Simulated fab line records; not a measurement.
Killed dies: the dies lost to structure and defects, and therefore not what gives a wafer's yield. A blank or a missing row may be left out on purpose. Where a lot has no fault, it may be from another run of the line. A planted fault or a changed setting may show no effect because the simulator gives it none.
Chamber matching	flow gf180mcu	cmp-01 running GF_V4_CMP_04: 4 sister chambers
The step polishes SiO2. 4 wafers are shown with their chamber, then 7 later ones without.

WAFERS WITH THEIR CHAMBER
wafer	chamber	motor_current_A (A)
L645.5	2	11.9
L651.2	0	10.5
L651.3	1	11.3
L651.5	3	11.2

WAFERS WHOSE CHAMBER IS MISSING
wafer	motor_current_A (A)
L652.1	10.1
L652.2	11.2
L652.3	11.7
L656.5	11.0
L663.1	9.9
L663.2	11.1
L663.3	10.7

WHICH CHAMBER EACH ONE RAN IN
wafer	from the rows above	in truth
L652.1	0	0
L652.2	can't be placed: 3 or 1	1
L652.3	can't be placed: 2 or 1 or 3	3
L656.5	can't be placed: 3 or 1 or 0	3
L663.1	0	0
L663.2	can't be placed: 3 or 1 or 0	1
L663.3	can't be placed: 0 or 3 or 1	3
Placed correctly: 2 of 7. Can't be placed from these rows: 5 (the true chamber is among the candidates in 5). Placed wrongly: 0.
How it was worked out, from the rows above alone: a wafer's distance from a chamber is the root of the sum, over the readings, of the square of ((its reading less the chamber's mean) divided by the reading's scatter). If the next closest chamber is less than 2 further off than the closest, the wafer can't be placed; otherwise it belongs to the closest. Each chamber's mean is taken over the wafers shown for it. The scatter: with one shown wafer a chamber, the root of the mean of the squares of how far each hidden wafer lies from its nearest shown one.
